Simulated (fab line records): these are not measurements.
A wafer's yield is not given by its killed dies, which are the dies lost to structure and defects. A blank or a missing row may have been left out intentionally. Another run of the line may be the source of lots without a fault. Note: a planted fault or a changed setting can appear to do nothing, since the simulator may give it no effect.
One fault through the eyes of 2 desks	flow gf180mcu	only its own numbers are on each desk; what lay behind them is given at the end

== FROM THE METROLOGY DESK ==
Lot by lot, what the gauges showed, no matter which tool ran the lot: averages of those sampled wafers that carry a number. If a lot's mean is further than 4 standard deviations from the usual mean, the lot is out of limits and carries the mark OUT (the distance appears in the brackets).
Columns: A = VT_IMPLANT_03_OVL at GF_VT_IMPLANT_OVL_MEAS_40, usual -1.2 nm; B = HV_LDD_OVL at GF_HV_LDD_OVL_MEAS_08, usual 0.1 nm; C = cd nm at GF_HV_LDD_CD_MEAS_19, usual 399.7 nm; D = HV_LDD_2_TW at GF_HV_LDD_TW_MEAS_23, usual 1055
lot	first seen here	A	B	C	D
L641	day 7 18:55	-1.1	-0.9	398.8	1050
L642	day 8 02:14	-1.7	0.4	399.6	1046
L645	day 9 00:34	-1.7	-1.7	400.0	1046
L646	day 9 04:26	-0.2	0.1	401.1	1221 (+18) OUT
L647	day 9 12:38	-2.0	0.1	398.6	1198 (+16) OUT
L649	day 10 00:43	-2.2	0.7	399.6	1046
L654	day 11 13:49	-1.5	2.8	400.0	1057
L655	day 11 20:58	-1.6	0.7	398.7	1041
L657	day 12 07:07	-0.2	1.1	399.6	1059
L658	day 12 13:53	-1.5	0.6	401.7	1062
L659	day 12 21:20	-2.1	0.6	399.5	1067
L661	day 13 11:37	-0.6	1.5	397.4	1069
L662	day 13 19:21	-1.2	0.1	398.4	1066
L663	day 14 00:19	-0.6	-1.0	401.8	1054
This desk's result: L646, L647 out of limits, first on L646 (HV_LDD_2_TW at GF_HV_LDD_TW_MEAS_23), day 12 17:23. L641, L642, L645, L649, L654, L655, L657, L658, L659, L661, L662, L663: within limits.

== FOR THE TOOL OWNER'S DESK: implanter-03 ==
The tool's own readings at GF_HV_LDD_IMPLANT_21, given as means over the sampled wafers that have a number, one for each lot that went through this tool. If a lot's mean is further than 4 standard deviations from the usual mean, the lot is out of limits and carries the mark OUT (the distance appears in the brackets).
Columns: A = dose ions cm2 at GF_HV_LDD_IMPLANT_21, usual 4.998e+13; B = faraday current uA at GF_HV_LDD_IMPLANT_21, usual 282
lot	first seen here	A	B
L642	day 11 07:35	5.002e+13	277
L646	day 12 17:08	7.643e+13 (+99 or more) OUT	428 (+27) OUT
L647	day 13 00:16	7.649e+13 (+99 or more) OUT	428 (+27) OUT
This desk's verdict: out of limits on L646, L647, starting with L646 at day 12 17:08 (dose ions cm2 at GF_HV_LDD_IMPLANT_21). L642: within limits.

== BROUGHT TOGETHER ==
On L646, L647, at day 12 17:08, an alarm was possible from the tool owner's desk.
The metrology desk could have raised an alarm at day 12 17:23, on L646, L647.
The lots listed all ran GF_HV_LDD_IMPLANT_21 on implanter-03.

== WHAT THE SIMULATOR HAD INSERTED ==
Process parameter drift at GF_HV_LDD_IMPLANT_21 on implanter-03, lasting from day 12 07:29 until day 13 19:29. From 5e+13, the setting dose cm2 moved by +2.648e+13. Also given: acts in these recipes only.
Lots struck among those shown: L646, L647.
Time in hours from fault onset to the first out-of-limits reading at each desk: tool owner's desk 10, metrology desk 10.
